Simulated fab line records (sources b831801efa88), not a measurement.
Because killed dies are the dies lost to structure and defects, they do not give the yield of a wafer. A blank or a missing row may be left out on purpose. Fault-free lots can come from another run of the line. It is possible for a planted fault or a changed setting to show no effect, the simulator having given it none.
A struck lot beside a sound one || flow sky130 || 15 out of 708 route steps
Sound: these wafers, L336.2, L336.4, L336.6. Wafers struck: L338.2, L338.4, L338.5. Last of all comes the cause.
At each step with rows: each side's tool, then ch and its chambers, then its first start. Under that, the readings that differ: sound wafers || struck wafers || difference of the means || sigmas: that difference in standard deviations of wafers without a fault.
alike: a reading whose means differ by less than 2 such deviations, as well as words and numbers matching on both sides. not compared: withheld readings; readings where some wafer has no value; bounds like >300 that might hide an equal value; numbers whose values overlap and for which the record gives no deviation.
A row with sigmas, a row that says differs or no value, or rows on one side alone: a step with any of these is where the two part. Numbers that have no deviation but don't overlap get no sigmas and don't part them. A reading that every wafer of one side lacks parts them only if that side has two wafers or more.

first, 1 step without rows for these wafers: SKY_VT_ADJUST_LVTN_IMPLANT_19.
SKY_VT_ADJUST_LVTN_STRIP_20: strips in O2/N2.
  sound on plasma-asher-03 ch 0, day 7 17:15; struck on plasma-asher-04 ch 0,1, day 8 07:22
  alike: drypump-motor-current-A, oes-product-au, strip-time-to-endpoint-s
  not compared: rf-hours-counter-h
SKY_VT_ADJUST_LVTN_TW_MEAS_21:
  sound on film-metro-01, day 7 17:22; struck on film-metro-01, day 8 07:28
  alike: VT_ADJUST_LVTN_2_TW
then, 7 steps without rows for these wafers: SKY_VT_ADJUST_NCORE_DEHYDRATE_00 (time 60 s); SKY_VT_ADJUST_NCORE_HMDS_01 (prime time 60 s); SKY_VT_ADJUST_NCORE_COAT_02 (resist thk 1140 nm); SKY_VT_ADJUST_NCORE_SOFTBAKE_03 (time 60 s); SKY_VT_ADJUST_NCORE_EXPOSE_04 (exposes mask LVTN COMPLEMENT THIN, target cd 380 nm); SKY_VT_ADJUST_NCORE_PEB_05; SKY_VT_ADJUST_NCORE_DEVELOP_06 (develop time 60 s).
SKY_VT_ADJUST_NCORE_CD_MEAS_07: the cd target is 380 nm.
  sound on cd-sem-01, day 8 13:42; struck on cd-sem-01, day 9 03:26
  alike: cd-nm
SKY_VT_ADJUST_NCORE_OVL_MEAS_08:
  sound on overlay-02, day 8 13:48; struck on overlay-02, day 9 03:32
  alike: VT_ADJUST_NCORE_OVL
SKY_VT_ADJUST_NCORE_IMPLANT_09:
  sound on implanter-04 ch 0, day 8 13:52; struck on implanter-04 ch 0, day 9 03:36
{"reading": "beam-energy-keV", "sound": "10.004 10.007 10.005", "struck": "9.745 9.743 9.745", "difference": -0.261, "sigmas": -82}
{"reading": "model.implant.drp-nm (nm)", "sound": "17.11 17.11 17.11", "struck": "16.81 16.81 16.81", "difference": -0.30, "sigmas": ""}
SKY_VT_ADJUST_NCORE_STRIP_10: strips in O2/N2.
  sound on plasma-asher-02 ch 1, day 8 13:59; struck on plasma-asher-02 ch 0,1, day 9 03:43
  alike: drypump-motor-current-A, oes-product-au, strip-time-to-endpoint-s
  not compared: rf-hours-counter-h
-- the record jumps here: 37 days lie between the struck wafers' starts before and after (it left off in module VT_ADJUST_NCORE and takes up again in module PAD_OPEN, whose first step shown is number 708 of the route) --
SKY_PAD_OPEN_PROBE_99:
  sound on prober-01, day 45 12:29; struck on prober-01, day 46 05:50
{"reading": "killed-at-other", "sound": "0 0 0", "struck": "2 3 0", "difference": "+2", "sigmas": "+3"}
  alike: killed_at_M0_to_M3, killed_at_M4_up, killed-at-contacts, killed-at-front-end, killed-dies, killed-open, killed-short

== WHERE THEY PART ==
First at SKY_VT_ADJUST_NCORE_IMPLANT_09; last, within this record, at SKY_PAD_OPEN_PROBE_99.

WHY: the cause the simulator had injected
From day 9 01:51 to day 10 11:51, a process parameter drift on implanter-04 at SKY_VT_ADJUST_NCORE_IMPLANT_09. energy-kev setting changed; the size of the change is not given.
